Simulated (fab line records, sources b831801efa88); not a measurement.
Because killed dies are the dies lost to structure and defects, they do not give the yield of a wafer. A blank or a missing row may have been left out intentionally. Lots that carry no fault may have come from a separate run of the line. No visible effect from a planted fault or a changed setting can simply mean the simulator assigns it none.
Which tool is to blame? | flow sky130 | 11 lots with 33 wafers sampled at 6 steps, on a route of 708 steps

## WHAT EACH GAUGE READ, for each wafer
SKY_DNWELL_TW_MEAS_09.
lot  | measured    | on            | DNWELL_TW
L967 | day 2 12:51 | film metro-01 | 1116 1111 1117
L968 | day 3 03:34 | film metro-01 | 1116 1114 1113
L980 | day 6 04:26 | film metro-01 | 1113 1111 1117
L983 | day 6 21:16 | film metro-01 | 1107 1113 1106
L984 | day 7 08:11 | film metro-01 | 1113 1112 1112
L985 | day 7 11:22 | film metro-01 | 1116 1116 1121
L988 | day 8 14:22 | film metro-02 | 1133 1132 1129
L989 | day 8 14:00 | film metro-03 | 1097 1102 1105
L990 | day 8 22:58 | film metro-01 | 1114 1108 1111

SKY_NWELL_OVL_MEAS_23.
lot  | measured     | on         | NWELL_01_OVL (nm)
L967 | day 4 03:31  | overlay-01 | -1.1 -0.2 -0.9
L968 | day 5 06:52  | overlay-02 | -1.6 -0.5 -0.9
L980 | day 8 15:04  | overlay-02 | -3.1 -1.4 -1.8
L983 | day 9 11:46  | overlay-02 | 1.2 0.6 -0.8
L984 | day 9 22:52  | overlay-02 | -0.4 -0.2 -0.8
L985 | day 10 03:10 | overlay-02 | -0.2 0.7 1.4
L988 | day 11 12:13 | overlay-01 | -2.5 -2.1 -1.4
L989 | day 11 11:24 | overlay-01 | -4.7 -5.5 -3.7
L990 | day 11 22:13 | overlay-01 | -1.5 0.6 0.3

SKY_VT_ADJUST_HVTP_OVL_MEAS_08.
lot  | measured     | on         | VT_ADJUST_HVTP_OVL (nm)
L967 | day 4 20:47  | overlay-01 | -1.4 -1.9 -1.3
L968 | day 6 01:41  | overlay-02 | 0.7 -0.5 1.8
L980 | day 9 14:08  | overlay-02 | -0.6 -1.7 -0.6
L983 | day 10 09:41 | overlay-02 | 0.7 -1.0 1.1
L984 | day 10 23:08 | overlay-01 | 0.2 0.7 0.0
L985 | day 11 03:56 | overlay-02 | 1.1 0.2 0.4
L988 | day 12 15:05 | overlay-01 | -1.8 -1.6 -1.6
L989 | day 12 14:13 | overlay-02 | -1.0 -1.7 -1.9
L990 | day 13 00:35 | overlay-01 | -0.5 0.1 0.4

## WHICH TOOL RAN EACH LOT (tool, then ch and the chambers of the sampled wafers, then the start)
lot  | SKY_FIELD_ISO_ETCH_14             | SKY_FIELD_ISO_ETCH_15             | SKY_FIELD_ISO_STRIP_16
L967 | rie diel-03 ch 0,1,2, day 2 04:05 | rie diel-03 ch 0,1,2, day 2 04:08 | plasma asher-01 ch 0,1, day 2 04:11
L968 | rie diel-01 ch 0,2,3, day 2 04:44 | rie diel-01 ch 0,2,3, day 2 04:47 | plasma asher-03 ch 0,1, day 2 04:50
L970 | rie diel-03 ch 0,3, day 2 08:50   | rie diel-03 ch 0,3, day 2 08:52   | plasma asher-04 ch 0,1, day 2 08:55
L971 | rie diel-02 ch 0,1,3, day 2 11:54 | rie diel-02 ch 0,1,3, day 2 11:56 | plasma asher-01 ch 0,1, day 2 12:00
L980 | rie diel-02 ch 0,3, day 5 02:37   | rie diel-02 ch 0,3, day 5 02:40   | plasma asher-04 ch 0,1, day 5 02:43
L983 | rie diel-01 ch 0,2, day 5 15:38   | rie diel-01 ch 0,2, day 5 15:41   | plasma asher-01 ch 0,1, day 5 15:44
L984 | rie diel-03 ch 0,3, day 5 22:58   | rie diel-03 ch 0,3, day 5 23:01   | plasma asher-01 ch 0,1, day 5 23:04
L985 | rie diel-01 ch 1,3, day 6 03:55   | rie diel-01 ch 1,3, day 6 03:58   | plasma asher-01 ch 0,1, day 6 04:01
L988 | rie diel-02 ch 0,1,2, day 6 18:38 | rie diel-02 ch 0,1,2, day 6 18:41 | plasma asher-01 ch 0, day 6 18:44
L989 | rie diel-02 ch 2,3, day 7 01:17   | rie diel-02 ch 2,3, day 7 01:20   | plasma asher-03 ch 0,1, day 7 01:23
L990 | rie diel-03 ch 0,1, day 7 07:37   | rie diel-03 ch 0,1, day 7 07:40   | plasma asher-03 ch 1, day 7 07:43
- SKY_FIELD_ISO_ETCH_14: etches BARC in N2/H2, stops on SiO2, time 45.9 s, target depth 60 nm.
- SKY_FIELD_ISO_ETCH_15: etches the open film in CHF3/O2, stops on Si, target depth 180 nm, time 72 s.
- SKY_FIELD_ISO_STRIP_16: strips in O2/N2.

## AS READ BY THE TOOLS THEMSELVES (means over the sampled wafers that have a number; for cases with no such wafer, the mark the record gives instead)
SKY_FIELD_ISO_ETCH_14.
lot  | tool        | bias w (W) | chamber pressure mTorr (mTorr) | drypump motor current A (A) | h2 flow sccm (sccm) | oes product au (a.u.) | throttle valve pct (%)
L967 | rie diel-03 | 99.96      | 30.008                         | 6.0                         | 199.3               | 0.855                 | 13.226
L968 | rie diel-01 | 99.91      | 29.979                         | 6.0                         | 199.7               | 0.854                 | 13.216
L970 | rie diel-03 | -          | -                              | -                           | -                   | -                     | -
L971 | rie diel-02 | -          | -                              | -                           | -                   | -                     | -
L980 | rie diel-02 | 99.62      | 29.987                         | 5.4                         | 200.5               | 0.854                 | 13.223
L983 | rie diel-01 | 100.04     | 29.989                         | 5.9                         | 199.2               | 0.859                 | 13.229
L984 | rie diel-03 | 100.05     | 30.003                         | 5.6                         | 200.5               | 0.853                 | 13.228
L985 | rie diel-01 | 100.08     | 30.011                         | 5.4                         | 199.9               | 0.851                 | 13.225
L988 | rie diel-02 | 99.98      | 30.023                         | 5.6                         | 200.4               | 0.858                 | 13.229
L989 | rie diel-02 | 99.87      | 30.021                         | 5.7                         | 199.7               | 0.857                 | 13.219
L990 | rie diel-03 | 100.24     | 30.010                         | 5.9                         | 199.9               | 0.857                 | 13.228

SKY_FIELD_ISO_ETCH_15.
lot  | tool        | O2_flow_sccm (sccm) | bias w (W) | drypump motor current A (A) | oes product au (a.u.) | throttle valve pct (%)
L967 | rie diel-03 | 5.007               | 199.7      | 5.9                         | 0.944                 | 8.848
L968 | rie diel-01 | 5.002               | 200.2      | 6.0                         | 0.937                 | 8.844
L970 | rie diel-03 | 5.011               | 199.8      | 5.6                         | 0.376                 | 8.690
L971 | rie diel-02 | 5.011               | 200.6      | 5.7                         | 0.380                 | 8.679
L980 | rie diel-02 | 5.003               | 200.1      | 5.4                         | 0.935                 | 8.846
L983 | rie diel-01 | 5.006               | 199.8      | 5.9                         | 0.941                 | 8.838
L984 | rie diel-03 | 4.999               | 200.6      | 5.6                         | 0.953                 | 8.851
L985 | rie diel-01 | 5.003               | 200.0      | 5.4                         | 0.948                 | 8.838
L988 | rie diel-02 | 5.003               | 199.8      | 5.7                         | 0.944                 | 8.846
L989 | rie diel-02 | 5.016               | 199.2      | 5.7                         | 0.947                 | 8.846
L990 | rie diel-03 | 5.006               | 200.2      | 5.9                         | 0.947                 | 8.837

SKY_FIELD_ISO_STRIP_16.
lot  | tool            | drypump motor current A (A) | oes product au (a.u.) | strip time to endpoint s (s)
L967 | plasma asher-01 | 5.7                         | 0.375                 | 3.538
L968 | plasma asher-03 | 5.4                         | 0.381                 | 3.560
L970 | plasma asher-04 | 5.5                         | 0.400                 | 4.007
L971 | plasma asher-01 | 5.7                         | 0.398                 | 3.992
L980 | plasma asher-04 | 5.5                         | 0.374                 | 3.537
L983 | plasma asher-01 | 5.6                         | 0.376                 | 3.517
L984 | plasma asher-01 | 5.7                         | 0.382                 | 3.542
L985 | plasma asher-01 | 5.8                         | 0.377                 | 3.555
L988 | plasma asher-01 | 5.4                         | 0.382                 | 3.549
L989 | plasma asher-03 | 5.6                         | 0.374                 | 3.553
L990 | plasma asher-03 | 5.3                         | 0.381                 | 3.548

## THE ANSWER, worked out from the rows above alone
Rule: the lots themselves supply what counts as usual. Put in order of their means at a reading, lots are off if they are a third of the lots or fewer, leave a main group of 4 or more, and stand apart from it by a gap of 3 or more times the standard deviation of the main group's means; of several such gaps the widest counts. If all means in a main group match to the digits the tables above print for the reading, that group is not used. A lot without any number at a reading at which 4 lots or more have one is off too. Where the step has rows for the other lots, those lots are counted as sound. Order of review: gauges by route order, followed by the tools' own readings, for which a lot's mean as printed above is used. At the first step where some lot is off, the reading lying furthest off is the one used; lots without a number count as furthest.
Off: L970, L971 (SKY_FIELD_ISO_ETCH_14, bias w). Without a number there: L970, L971. The main group: mean 99.97 W, standard deviation 0.16.
A tool fits if, at that step or a process step before it, it ran every lot that is off, and no sound lot after the first of them. Of those tried, none fits.

## WHAT THE SIMULATOR HAD INSERTED
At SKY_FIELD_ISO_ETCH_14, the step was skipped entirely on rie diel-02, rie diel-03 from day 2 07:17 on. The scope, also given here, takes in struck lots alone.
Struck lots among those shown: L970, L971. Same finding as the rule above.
